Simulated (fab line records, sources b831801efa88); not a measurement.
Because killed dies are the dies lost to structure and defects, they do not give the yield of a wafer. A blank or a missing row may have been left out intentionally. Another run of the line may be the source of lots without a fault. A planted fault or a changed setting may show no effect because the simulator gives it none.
Split-lot study / flow sky130 / route with 708 steps; 5 lots, 23 wafers read

## ABOUT THE SPLIT
At SKY_SD_P_DEVELOP_06 (develop time 60 s), the setting devTempC was moved away from the recipe's 23 C on 4 of the 23 wafers read, by -11.8% to +9.9%. All remaining wafers had this setting at the recipe value.

Between the split and the reading, the file records no step.

## THE READING
cdNm (nm) at SKY_SD_P_CD_MEAS_07, where the cd target is 380 nm. Fault-free wafers of this fab line usually give 380.1 nm, standard deviation 2 nm.

wafer=L074.1; tool, chamber at the split=lithoTrack-01, 0; devTempC as run, C=23; against the recipe=recipe; cdNm, nm=384.0; against lot-mates on the recipe=-
wafer=L074.3; tool, chamber at the split=lithoTrack-01, 0; devTempC as run, C=23; against the recipe=recipe; cdNm, nm=381.1; against lot-mates on the recipe=-
wafer=L074.4; tool, chamber at the split=lithoTrack-01, 0; devTempC as run, C=20.29; against the recipe=-11.8%; cdNm, nm=390.1; against lot-mates on the recipe=+8.0
wafer=L074.5; tool, chamber at the split=lithoTrack-01, 0; devTempC as run, C=23; against the recipe=recipe; cdNm, nm=381.2; against lot-mates on the recipe=-
wafer=L074.6; tool, chamber at the split=lithoTrack-01, 0; devTempC as run, C=20.29; against the recipe=-11.8%; cdNm, nm=388.7; against lot-mates on the recipe=+6.6
wafer=L079.1; tool, chamber at the split=lithoTrack-01, 0; devTempC as run, C=23; against the recipe=recipe; cdNm, nm=377.8; against lot-mates on the recipe=-
wafer=L079.3; tool, chamber at the split=lithoTrack-01, 0; devTempC as run, C=23; against the recipe=recipe; cdNm, nm=374.7; against lot-mates on the recipe=-
wafer=L079.4; tool, chamber at the split=lithoTrack-01, 0; devTempC as run, C=23; against the recipe=recipe; cdNm, nm=375.7; against lot-mates on the recipe=-
wafer=L079.5; tool, chamber at the split=lithoTrack-01, 0; devTempC as run, C=23; against the recipe=recipe; cdNm, nm=376.7; against lot-mates on the recipe=-
wafer=L079.6; tool, chamber at the split=lithoTrack-01, 0; devTempC as run, C=23; against the recipe=recipe; cdNm, nm=376.8; against lot-mates on the recipe=-
wafer=L081.2; tool, chamber at the split=lithoTrack-01, 0; devTempC as run, C=23; against the recipe=recipe; cdNm, nm=379.6; against lot-mates on the recipe=-
wafer=L081.3; tool, chamber at the split=lithoTrack-01, 0; devTempC as run, C=23; against the recipe=recipe; cdNm, nm=380.1; against lot-mates on the recipe=-
wafer=L081.4; tool, chamber at the split=lithoTrack-01, 0; devTempC as run, C=23; against the recipe=recipe; cdNm, nm=378.8; against lot-mates on the recipe=-
wafer=L081.5; tool, chamber at the split=lithoTrack-01, 0; devTempC as run, C=23; against the recipe=recipe; cdNm, nm=379.8; against lot-mates on the recipe=-
wafer=L081.6; tool, chamber at the split=lithoTrack-01, 0; devTempC as run, C=23; against the recipe=recipe; cdNm, nm=379.9; against lot-mates on the recipe=-
wafer=L084.1; tool, chamber at the split=lithoTrack-03, 0; devTempC as run, C=23; against the recipe=recipe; cdNm, nm=379.8; against lot-mates on the recipe=-
wafer=L084.2; tool, chamber at the split=lithoTrack-03, 0; devTempC as run, C=25.28; against the recipe=+9.9%; cdNm, nm=375.0; against lot-mates on the recipe=-5.9
wafer=L084.4; tool, chamber at the split=lithoTrack-03, 0; devTempC as run, C=23; against the recipe=recipe; cdNm, nm=380.6; against lot-mates on the recipe=-
wafer=L084.5; tool, chamber at the split=lithoTrack-03, 0; devTempC as run, C=23; against the recipe=recipe; cdNm, nm=382.4; against lot-mates on the recipe=-
wafer=L084.6; tool, chamber at the split=lithoTrack-03, 0; devTempC as run, C=25.28; against the recipe=+9.9%; cdNm, nm=374.8; against lot-mates on the recipe=-6.1
wafer=L085.2; tool, chamber at the split=lithoTrack-03, 0; devTempC as run, C=23; against the recipe=recipe; cdNm, nm=378.5; against lot-mates on the recipe=-
wafer=L085.3; tool, chamber at the split=lithoTrack-03, 0; devTempC as run, C=23; against the recipe=recipe; cdNm, nm=380.5; against lot-mates on the recipe=-
wafer=L085.6; tool, chamber at the split=lithoTrack-03, 0; devTempC as run, C=23; against the recipe=recipe; cdNm, nm=381.3; against lot-mates on the recipe=-

FIT RESULTS
A straight line over all 23 wafers: cdNm changes by -0.682 nm for each +1% of devTempC; r = -0.81; the points scatter about the line by 2.3 nm.
The same after taking each lot's own level away (the mean of its wafers on the recipe; 23 wafers): -0.615 nm for each +1%; r = -0.95; scatter 0.99 nm.
According to that fit, moving devTempC by its largest amount changes the reading by 7.2 nm.
Measured against the standard deviation above, the lots' own levels, which go from 376.34 to 382.10 nm, span 2.9 times it.
In other words, the slope is changed by the lot-to-lot level; the two fits disagree.
Check: with one of the wafers moved furthest among these (-11.8%) left out of the fit, the line predicts +6.89 nm for it against its lot-mates. It came out at +8 nm against them.

## OTHER SPLITS ON THESE WAFERS
Before the reading, these wafers also passed through other splits. Each is held against what the fit with the lots' levels taken away leaves over:
other split on the same wafers=SKY_VT_ADJUST_HVTR_EXPOSE_04 doseMj; wafers away from the commonest value=8; r with cdNm (lot level and that fit taken away)=-0.29
other split on the same wafers=SKY_SONOS_TUNNEL_DEVELOP_06 developTimeS; wafers away from the commonest value=7; r with cdNm (lot level and that fit taken away)=-0.23
other split on the same wafers=SKY_SONOS_ONO_COAT_08 resistThkNm; wafers away from the commonest value=7; r with cdNm (lot level and that fit taken away)=+0.00
other split on the same wafers=SKY_SONOS_ONO_ETCH_15 sourceW; wafers away from the commonest value=8; r with cdNm (lot level and that fit taken away)=-0.04
other split on the same wafers=SKY_GATE_OXIDE_IMPLANT_11 doseCm2; wafers away from the commonest value=5; r with cdNm (lot level and that fit taken away)=-0.25
other split on the same wafers=SKY_POLY_GATE_OXIDATION_20 oxTimeS; wafers away from the commonest value=15; r with cdNm (lot level and that fit taken away)=+0.00
other split on the same wafers=SKY_LDD_P_IMPLANT_09 doseCm2; wafers away from the commonest value=8; r with cdNm (lot level and that fit taken away)=+0.21
other split on the same wafers=SKY_LDD_HVN_STRIP_09 powerW; wafers away from the commonest value=5; r with cdNm (lot level and that fit taken away)=-0.01
other split on the same wafers=SKY_LDD_LDN_IMPLANT_09 energyKev; wafers away from the commonest value=10; r with cdNm (lot level and that fit taken away)=-0.23
other split on the same wafers=SKY_LDD_LDN_IMPLANT_11 energyKev; wafers away from the commonest value=6; r with cdNm (lot level and that fit taken away)=+0.18

## FILE'S OWN FIT
cdNm changes by -0.614 nm for each +1% of devTempC, r = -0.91.
